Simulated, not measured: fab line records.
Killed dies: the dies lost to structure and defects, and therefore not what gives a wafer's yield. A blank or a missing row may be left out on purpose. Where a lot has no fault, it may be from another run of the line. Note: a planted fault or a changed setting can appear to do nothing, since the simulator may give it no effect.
A lot that was struck, set against a sound lot | flow gf180mcu | 18 out of 602 route steps
Sound: the wafers L692.1, L692.2, L692.4. Wafers L703.2, L703.5, L703.6 were the ones struck. Last of all comes the cause.
At each step with rows: each side's tool, then ch and its chambers, then its first start. Under that, the readings that differ: sound wafers | struck wafers | difference of the means | sigmas: that difference in standard deviations of wafers without a fault.
alike: same words and numbers on both sides, and readings whose means sit less than 2 such deviations apart. not compared: any withheld reading, any reading some wafer has no value for, any bound like >300 that may hide the same value, and any number with overlapping values for which the record gives no deviation.
The two part at a step that has a row with sigmas, a row that says differs or no value, or rows on one side only. Numbers that have no deviation but don't overlap get no sigmas and don't part them. A reading missing from all wafers of one side parts the sides only when that side holds two or more wafers.

GF_POLY_GATE_OVL_MEAS_11:
  sound on overlay-02 at day 9 12:30; struck on overlay-01 at day 12 10:50
  alike: POLY_GATE_OVL
GF_POLY_GATE_ETCH_12: etches BARC in N2/H2.
  sound on rie diel-01 ch 0,1,2, day 9 12:32; struck on rie diel-02 ch 0,1,2, day 12 10:52
  alike: drypump motor current A, h2 flow sccm, oes product au, throttle valve pct
GF_POLY_GATE_ETCH_13: etches poly-Si in HBr/Cl2, stops on SiO2, target depth 198.5 nm, time 69.6 s.
  sound on rie si-02 ch 0,1,2, day 9 12:35; struck on rie si-01 ch 1,2,3, day 12 10:55
  alike: drypump motor current A, oes product au, throttle valve pct
  not compared: rf hours counter h
GF_POLY_GATE_STRIP_14: strips in O2/N2.
  sound on plasma asher-03 ch 0,1, day 9 12:38; struck on plasma asher-03 ch 0,1, day 12 10:58
  alike: drypump motor current A, heater power w, oes product au, platen temp c
  not compared: rf hours counter h
then, 2 steps without rows for these wafers: GF_POLY_GATE_CLEAN_15 (cleans in SC1/SC2, time 150 s); GF_POLY_GATE_OXIDATION_16 (stabilise 600 s, purge 300 s, target thk 4 nm).
GF_POLY_GATE_THK_MEAS_17:
  sound on film metro-03 at day 9 14:02; struck on film metro-04 at day 12 14:46
  alike: POLY_GATE_OXIDATION_THK
GF_POLY_GATE_CD_MEAS_18:
  sound on cd sem-01 at day 9 14:06; struck on cd sem-02 at day 12 14:51
  reading    | sound             | struck            | difference | sigmas
  cd nm (nm) | 275.6 281.4 278.5 | 281.0 285.6 282.1 | +4.4       | +3
then, 4 steps without rows for these wafers: GF_HV_LDD_DEHYDRATE_00 (time 60 s); GF_HV_LDD_HMDS_01 (prime time 60 s); GF_HV_LDD_COAT_02 (resist thk 1000 nm); GF_HV_LDD_SOFTBAKE_03 (time 60 s).
GF_HV_LDD_EXPOSE_04: exposes mask Nplus LV AREA, target cd 400 nm.
  sound on iline stepper-02 ch 0, day 9 22:47; struck on iline stepper-02 ch 0, day 12 23:44
  reading                        | sound                | struck            | difference | sigmas
  model.HV_LDD.overlay x nm (nm) | -0.198 -0.198 -0.198 | 301.5 301.5 301.5 | +301.7     |
  alike: mask
then, 2 steps without rows for these wafers: GF_HV_LDD_PEB_05; GF_HV_LDD_DEVELOP_06 (develop time 60 s).
GF_HV_LDD_CD_MEAS_07: the cd target is 400 nm.
  sound on cd sem-02 at day 10 07:28; struck on cd sem-01 at day 13 09:06
  alike: cd nm
GF_HV_LDD_OVL_MEAS_08:
  sound on overlay-02 at day 10 07:35; struck on overlay-02 at day 13 09:25
  reading         | sound          | struck            | difference | sigmas
  HV_LDD_OVL (nm) | -0.8 -2.7 -1.5 | 301.1 301.4 301.2 | +302.9     | +99 or more
  not compared: hold
GF_PASSIVATION_PROBE_99:
  rows exist in the record for the sound wafers here (prober-01, day 29 03:19), none for the struck ones

== WHERE THEY PART ==
Earliest at GF_POLY_GATE_CD_MEAS_18; latest, in this record, at GF_PASSIVATION_PROBE_99.

WHY: what had been put in by the simulator
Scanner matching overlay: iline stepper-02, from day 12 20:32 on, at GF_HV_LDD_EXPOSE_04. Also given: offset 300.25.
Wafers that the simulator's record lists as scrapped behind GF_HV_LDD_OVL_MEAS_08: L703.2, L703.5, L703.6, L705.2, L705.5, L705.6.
